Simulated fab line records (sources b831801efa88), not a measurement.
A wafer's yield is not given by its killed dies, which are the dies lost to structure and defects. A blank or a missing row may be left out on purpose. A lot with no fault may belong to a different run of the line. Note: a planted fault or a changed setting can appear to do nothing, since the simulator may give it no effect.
2 desks, one fault	flow gf180mcu	every desk sees just its own numbers, and what lay behind them comes last

== AT THE TOOL OWNER'S DESK: implanter-03 ==
GF_NWELL_IMPLANT_08, tool's own readings: per-lot mean of the sampled wafers with a number, covering each lot this tool ran. A lot is out of limits, marked OUT, if its mean lies more than 4 standard deviations from the usual mean; the brackets give that distance.
Columns: A = dose ions cm2 at GF_NWELL_IMPLANT_08, usual 1.5e+13; B = faraday current uA at GF_NWELL_IMPLANT_08, usual 84.7
lot	first seen here	A	B
L201	day 3 13:09	1.5e+13	84.0
L203	day 4 00:19	1.5e+13	86.8
L213	day 6 10:02	1.5e+13	84.7
L215	day 6 17:58	2.5e+13 (+99 or more) OUT	136.1 (+30) OUT
L219	day 7 15:22	2.5e+13 (+99 or more) OUT	137.6 (+31) OUT
This desk's finding: out of limits on L215, L219; first on L215, day 6 17:58 (dose ions cm2 at GF_NWELL_IMPLANT_08). L201, L203, L213 stayed within limits.

== FROM THE METROLOGY DESK ==
Means of the sampled wafers that have a number, per lot and without regard to the tool the lot ran on: this is what the gauges read. A lot is out of limits, marked OUT, if its mean lies more than 4 standard deviations from the usual mean; the brackets give that distance.
Columns: A = cd nm at GF_STI_CD_MEAS_12, usual 219.2 nm; B = NWELL_TW at GF_NWELL_TW_MEAS_11, usual 1588; C = NWELL_RS at GF_VT_IMPLANT_RS_MEAS_47, usual 488.2 ohm/sq; D = cd nm at GF_NSD_CD_MEAS_07, usual 399.5 nm
lot	first seen here	A	B	C	D
L201	day 2 05:44	219.8	1585	488.2	402.6
L202	day 2 11:43	217.6	1568	487.4	397.4
L203	day 2 17:53	218.1	1604	486.0	400.6
L204	day 2 22:25	219.2	1595	489.0	397.6
L205	day 3 04:55	219.0	1583	488.4	398.4
L206	day 3 09:10	218.0	1600	488.3	399.5
L207	day 3 14:13	218.1	1600	490.1	398.0
L208	day 3 17:43	220.5	1601	488.1	394.7
L213	day 4 22:40	220.1	1583	488.0	400.1
L215	day 5 06:38	216.0	1854 (+22) OUT	377.9 (-92) OUT	-
L219	day 6 03:58	220.0	1842 (+21) OUT	378.2 (-92) OUT	-
L220	day 6 09:01	217.6	1584	489.3	397.0
L222	day 6 18:51	221.0	1581	487.5	397.8
This desk's result: L215, L219 out of limits, first on L215 (NWELL_TW at GF_NWELL_TW_MEAS_11), day 6 18:20. L201, L202, L203, L204, L205, L206, L207, L208, L213, L220, L222 stayed within limits.

== ALL TOGETHER ==
The tool owner's desk could have raised an alarm at day 6 17:58, on L215, L219.
The metrology desk could have raised an alarm at day 6 18:20, on L215, L219.
The lots listed all ran GF_NWELL_IMPLANT_08 on implanter-03.

== WHAT THE SIMULATOR PUT IN ==
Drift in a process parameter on implanter-03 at GF_NWELL_IMPLANT_08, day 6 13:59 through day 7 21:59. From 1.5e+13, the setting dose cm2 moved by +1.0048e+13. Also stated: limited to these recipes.
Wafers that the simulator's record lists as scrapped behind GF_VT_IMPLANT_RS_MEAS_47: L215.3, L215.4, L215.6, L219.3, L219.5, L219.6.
Shown lots that were struck: L215, L219.
Fault start to first reading out of limits, in hours, per desk: tool owner, 4; metrology, 4.
